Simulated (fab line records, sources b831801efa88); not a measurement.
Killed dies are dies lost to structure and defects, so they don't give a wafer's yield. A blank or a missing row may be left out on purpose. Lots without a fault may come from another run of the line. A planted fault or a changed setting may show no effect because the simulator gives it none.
fab line records | flow sky130
record lots=6 wafers=18 last_day=50
route steps=708 shown METAL1@454 VIA1@458 PAD_OPEN@708
lots that met no fault: from a run of the same line without faults
start_h: hours from the record's first day to the start of the lot's first wafer shown | wait_h: hours since the lot's step before | " the same as in the row above | L1.1+2: a row that stands for several wafers | - no value, or no start given | * or withheld: withheld | < > ~ a bound
route shown NAME@n: a module of which the file shows steps, and the number in the route of the first | usual: mean/standard deviation of fault-free wafers | same: alike in all rows | chamber/n: place in a boat | sites: the reading at each site | _std_site: their standard deviation | _edge_site: outer sites' mean less inner sites' | radius_mm: how far each site lies from the wafer's centre | mask NAME#n: copy n | behind: the tool/chamber that last shaped the wafer | hold: why the lot was held/for how many hours/how that ended | device: the transistor (n, p or np) that didn't switch | end of line: the same wafers' tests at the end of the route | a step without rows: its recipe alone | killed: dies lost to structure and defects at the first sort, not the wafer's yield | map: a wafer's dies, x killed, . not, _ none there
set.NAME: the setting as run; set.NAME@STEP: as run at that earlier step | model.NAME: the simulator's own value behind a step, which no gauge read
lots at some steps of the route; a table a step, a row a wafer
services: from which hour (start_h, from the record's first day; less than 0 if before it) a tool's chamber was out of use, for how many hours, and why
## steps
# step SKY_METAL1_STRIP_20
# recipe chemistry=O2/N2 power_w=1400 pressure_mtorr=1500 platen_temp_c=withheld o2_flow_sccm=3000 n2_flow_sccm=300 overash_fraction=0.5
# usual drypump_motor_current_A=5.8/0.68 oes_product_au=0.342/0.0043 strip_time_to_endpoint_s=2.68/0.031
# same overash_fraction=0.5
# columns lot.wafer tool chamber start_h wait_h drypump_motor_current_A oes_product_au rf_hours_counter_h strip_time_to_endpoint_s
L293.1 plasma_asher-04 1 757.89 0.1 5.8 0.339 34 2.66
L293.3 " 1 " " 5.8 0.330 - 2.66
L293.6 " 0 " " 6.8 0.339 - 2.66
L301.3 plasma_asher-04 1 827.07 0.1 5.8 0.344 - 2.64
L301.5 " 1 " " 5.8 0.357 - 2.70
L301.6 " 0 " " 6.8 0.336 - 2.67
L304.1 plasma_asher-03 1 868.98 0.1 6.0 0.342 11 2.71
L304.4 " 1 " " 6.0 0.343 - 2.67
L304.5 " 1 " " 6.0 0.340 - 2.73
L303.1 plasma_asher-01 0 872.04 0.1 5.7 0.343 70 2.71
L303.2 " 1 " " 4.8 0.342 70 2.72
L303.3 " 0 " " 5.7 0.345 - 2.70
L312.2 plasma_asher-04 0 920.24 0.1 6.9 0.347 53 2.64
L312.3 " 1 " " 5.8 0.342 - 2.66
L312.6 " 0 " " 6.8 0.345 - 2.64
L314.4 plasma_asher-01 1 926.72 0.1 4.8 0.334 - 2.67
L314.5 " 0 " " 5.7 0.346 - 2.67
L314.6 " 1 " " 4.8 0.344 - 2.66
# step SKY_METAL1_STRIP_21
# recipe chemistry=post_etch_residue_remover time_s=1200 temp_c=72.5
# step SKY_METAL1_CLEAN_22
# recipe chemistry=IPA time_s=180 temp_c=25
# step SKY_METAL1_CLEAN_23
# recipe chemistry=O3/DIW dry=n2_spin
# step SKY_VIA1_HDPCVD_00
# recipe material=SiO2 target_thk_nm=1030 sigma_open_frac=0.3 time_s=171.7 temp_c=400 sih4_flow_sccm=60 pressure_mtorr=6
# step SKY_VIA1_THK_MEAS_01
# recipe reads=SiO2_of_VIA1_HDPCVD_00
# usual VIA1_HDPCVD_THK=1031/9.6
# columns lot.wafer tool chamber start_h wait_h VIA1_HDPCVD_THK[nm]
L293.1 film_metro-01 - 758.59 0.1 1036
L293.3 " - " " 1031
L293.6 " - " " 1035
L301.3 film_metro-04 - 827.76 0.1 1003
L301.5 " - " " 1021
L301.6 " - " " 1011
L304.1 film_metro-04 - 869.72 0.1 1014
L304.4 " - " " 1024
L304.5 " - " " 1033
L303.1 film_metro-04 - 872.76 0.1 1031
L303.2 " - " " 1038
L303.3 " - " " 1021
L312.2 film_metro-03 - 920.95 0.1 1039
L312.3 " - " " 1024
L312.6 " - " " 1033
L314.4 film_metro-01 - 927.43 0.0 1025
L314.5 " - " " 1039
L314.6 " - " " 1031
# step SKY_VIA1_CMP_02
# recipe material=SiO2 down_force_psi=4 platen_rpm=60 pad_velocity_m_s=0.94248
# usual motor_current_A=12.2/1.2 slurry_flow_ml_min=150.0/0.47
# columns lot.wafer tool chamber start_h wait_h motor_current_A slurry_flow_ml_min
L293.3 cmp-02 0 758.70 0.1 10.1 149.5
L293.1 " 2 " " 12.1 150.7
L293.6 " 0 " " 10.0 149.6
L301.3 cmp-01 3 827.90 0.1 12.4 149.5
L301.5 " 1 " " 11.6 150.5
L301.6 " 2 " " 14.2 150.1
L304.4 cmp-01 2 869.83 0.1 13.1 150.2
L304.1 " 0 " " 10.9 149.4
L304.5 " 1 " " 11.7 149.0
L303.2 cmp-02 3 872.82 0.0 13.6 149.3
L303.1 " 0 " " 10.4 150.7
L303.3 " 1 " " 11.8 149.4
L312.3 cmp-02 3 921.05 0.1 13.9 149.8
L312.2 " 1 " " 12.0 149.9
L312.6 " 3 " " 13.3 149.8
L314.4 cmp-02 3 927.62 0.2 13.4 150.0
L314.5 " 3 " " 13.3 149.7
L314.6 " 0 " " 10.6 150.5
# step SKY_VIA1_BOW_MEAS_03
# recipe mode=bow
# usual VIA1_BOW=79/7
# columns lot.wafer tool chamber start_h wait_h VIA1_BOW[um]
L293.1 film_metro-01 - 758.95 0.1 79
L293.3 " - " " 86
L293.6 " - " " 80
L301.3 film_metro-03 - 828.14 0.2 75
L301.5 " - " " 75
L301.6 " - " " 84
L304.1 film_metro-01 - 870.08 0.1 68
L304.4 " - " " 73
L304.5 " - " " 79
L303.1 film_metro-03 - 873.12 0.2 83
L303.2 " - " " 89
L303.3 " - " " 94
L312.2 film_metro-04 - 921.32 0.1 70
L312.3 " - " " 89
L312.6 " - " " 86
L314.4 film_metro-01 - 927.98 0.3 90
L314.5 " - " " 78
L314.6 " - " " 74
# step SKY_VIA1_DEHYDRATE_04
# recipe temp_c=200 time_s=60
# step SKY_VIA1_HMDS_05
# recipe prime_time_s=60 prime_temp_c=120
# step SKY_VIA1_COAT_06
# recipe resist=BARC temp_c=withheld time_s=withheld spin_rpm=3000 resist_thk_nm=60
# step SKY_VIA1_COAT_07
# recipe resist=KrF-thick spin_rpm=3000 resist_thk_nm=450
# step SKY_VIA1_SOFTBAKE_08
# recipe temp_c=100 time_s=90 resist=KrF-thick
# usual heater_power_total_W=57.36/0.11 plate_temp_C=99.98/0.12
# columns lot.wafer tool chamber start_h wait_h heater_power_total_W plate_temp_C
L293.1 litho_track-04 0 772 - 57.37 100.06
L293.3 " 0 " " 57.26 100.05
L293.6 " 0 " " 57.20 100.14
L301.3 litho_track-01 0 841 - 57.19 99.99
L301.5 " 0 " " 57.42 99.85
L301.6 " 0 " " 57.25 100.04
L304.1 litho_track-01 0 882 - 56.76 98.86
L304.4 " 0 " " 56.74 99.09
L304.5 " 0 " " 56.75 99.16
L303.1 litho_track-01 0 885 - 56.74 98.98
L303.2 " 0 " " 56.72 98.90
L303.3 " 0 886 - 56.68 99.12
L312.2 litho_track-04 0 933 - 57.39 99.95
L312.3 " 0 " " 57.56 99.78
L312.6 " 0 " " 57.39 99.97
L314.4 litho_track-03 0 939 - 57.25 100.01
L314.5 " 0 " " 57.25 99.87
L314.6 " 0 " " 57.49 100.06
# step SKY_VIA1_EXPOSE_09
# recipe mask_id=VIM na=0.8 source_shape=annular sigma_inner=0.55 sigma_outer=0.85 target_cd_nm=150 dose_mj=38
# step SKY_PAD_OPEN_PROBE_99
# usual defect_limited_yield=82.3/1.9 killed_at_M0_to_M3=43/6.7 killed_at_M4_up=3.2/1.8 killed_at_contacts=25/5.2 killed_at_front_end=15/4.4 killed_at_other=0.2/0.4 killed_dies=87/9.3 killed_open=48/7.1 killed_short=39/6 sort_bin_3_pad_short=0.9/0.41 sort_bin_5_function=10.5/1.4 sort_bin_6_memory=6.3/1.1 sort_n_pass=405/9.3 sort_yield_pct=82.3/1.9
# same gross_dies=492 killed_at_back_side=0 sort_bin_4_leakage[%]=0 sort_bin_8_speed[%]=0
# columns lot.wafer tool chamber start_h wait_h defect_limited_yield[%] killed_at_M0_to_M3 killed_at_M4_up killed_at_contacts killed_at_front_end killed_at_other killed_dies killed_open killed_short sort_bin_3_pad_short[%] sort_bin_5_function[%] sort_bin_6_memory[%] sort_n_pass sort_yield_pct[%]
L301.3 prober-01 - 1122.87 0.2 83.7 27 4 32 17 0 80 46 34 1.0 9.8 5.5 412 83.7
L301.5 prober-01 - 1122.97 0.2 82.1 46 5 28 9 0 88 46 42 0.8 9.6 7.5 404 82.1
L301.6 prober-01 - 1123.02 0.2 83.1 41 1 27 14 0 83 47 36 1.0 9.3 6.5 409 83.1
L304.1 prober-01 - 1152.42 0.1 83.5 45 2 22 11 1 81 45 36 0.2 10.2 6.1 411 83.5
L304.4 prober-01 - 1152.57 0.2 82.3 42 2 24 18 1 87 47 40 1.4 11.2 5.1 405 82.3
L304.5 prober-01 - 1152.62 0.2 83.7 42 3 24 11 0 80 47 33 0.4 9.1 6.7 412 83.7
L303.1 prober-02 - 1158.61 0.1 84.1 48 3 17 10 0 78 41 37 0.6 10.8 4.5 414 84.1
L303.2 prober-02 - 1158.66 0.1 85.0 40 1 20 13 0 74 41 33 0 9.6 5.5 418 85.0
L303.3 prober-02 - 1158.71 0.2 83.1 48 2 17 16 0 83 44 39 0.8 11.4 4.7 409 83.1
# killed by level:class
L301.3 CONTACT:geometric_particle:open=16 LI_CONTACT:geometric_particle:open=8 POLY_GATE:geometric_particle:short=6 VIA1:geometric_particle:open=6 FIELD_ISO:geometric_particle:short=5 VIA2:geometric_particle:open=5 LI_CONTACT:geometric_particle:short=4 METAL1:geometric_particle:short=4
L301.5 CONTACT:geometric_particle:open=13 VIA1:geometric_particle:open=10 METAL1:geometric_particle:short=7 VIA2:geometric_particle:open=6 CONTACT:geometric_particle:short=6 VIA1:geometric_particle:short=5 METAL4:geometric_particle:short=5 METAL2:geometric_particle:short=5
L301.6 CONTACT:geometric_particle:open=11 VIA1:geometric_particle:open=9 VIA3:geometric_particle:open=7 LI_CONTACT:geometric_particle:open=6 VIA1:geometric_particle:short=6 METAL2:geometric_particle:short=6 FIELD_ISO:geometric_particle:open=4 VIA3:geometric_particle:short=4
L304.1 LI_CONTACT:geometric_particle:open=8 CONTACT:geometric_particle:open=7 VIA1:geometric_particle:open=7 VIA2:geometric_particle:open=7 VIA3:geometric_particle:open=6 FIELD_ISO:geometric_particle:short=5 METAL1:geometric_particle:short=5 VIA1:geometric_particle:short=5
L304.4 CONTACT:geometric_particle:open=10 VIA3:geometric_particle:open=9 VIA1:geometric_particle:open=9 LOCAL_INTERCONNECT:geometric_particle:short=5 METAL1:geometric_particle:short=5 FIELD_ISO:geometric_particle:short=4 FIELD_ISO:geometric_particle:open=4 LI_CONTACT:geometric_particle:open=4
L304.5 LI_CONTACT:geometric_particle:open=9 VIA2:geometric_particle:open=8 CONTACT:geometric_particle:open=7 VIA3:geometric_particle:open=5 VIA1:geometric_particle:short=5 VIA1:geometric_particle:open=5 VIA3:geometric_particle:short=5 POLY_GATE:geometric_particle:open=4
L303.1 VIA3:geometric_particle:open=10 VIA1:geometric_particle:open=7 METAL1:geometric_particle:short=7 VIA2:geometric_particle:open=6 VIA2:geometric_particle:short=5 CONTACT:geometric_particle:open=5 POLY_GATE:geometric_particle:open=4 LI_CONTACT:geometric_particle:open=4
L303.2 VIA1:geometric_particle:open=9 CONTACT:geometric_particle:open=7 VIA2:geometric_particle:open=6 LI_CONTACT:geometric_particle:open=6 CONTACT:geometric_particle:short=4 VIA1:geometric_particle:short=4 METAL2:geometric_particle:short=4 VIA2:geometric_particle:short=4
L303.3 METAL1:geometric_particle:short=10 VIA3:geometric_particle:open=10 FIELD_ISO:geometric_particle:short=6 CONTACT:geometric_particle:open=6 VIA1:geometric_particle:open=6 VIA2:geometric_particle:open=6 LI_CONTACT:geometric_particle:open=5 FIELD_ISO:geometric_particle:open=4
## services
# columns tool chamber start_h hours kind
cmp-02 - 734.00 0.3 repair
plasma_asher-01 - 737.52 46.0 pm
plasma_asher-03 0 742.75 - clean
plasma_asher-03 1 742.75 - clean
cmp-01 - 744.00 4.0 pm
cmp-01 - 748.00 - consumable_replace:conditioner
cmp-01 - 748.00 - consumable_replace:pad
cmp-01 - 756.14 6.4 pm
plasma_asher-03 - 762.65 24.4 repair
cmp-02 - 766.55 1.9 repair
cmp-01 - 774.06 1.8 repair
cmp-02 - 806.96 1.1 repair
cmp-01 - 884.93 12.3 pm
cmp-02 - 902.09 2.6 repair
cmp-02 - 912.00 4.0 pm
cmp-02 - 916.00 - consumable_replace:conditioner
cmp-02 - 916.00 - consumable_replace:pad
## key
first_sign step=SKY_VIA1_SOFTBAKE_08 reading=plate_temp_C direction=down sigmas=7.8 usual=* struck=*
effect step=SKY_VIA1_SOFTBAKE_08 reading=heater_power_total_W direction=down sigmas=5.7 usual=* struck=*
met_at SKY_VIA1_SOFTBAKE_08
struck_wafers L303.1,L303.2,L303.3,L304.1,L304.4,L304.5
onset_between 841 882
fault kind=process_parameter_drift tool=litho_track-01 chamber=- onset_h=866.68 steps=SKY_VIA1_SOFTBAKE_08 channel=temp_c offset=* shape=step end_h=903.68 acts_in=* stated=*
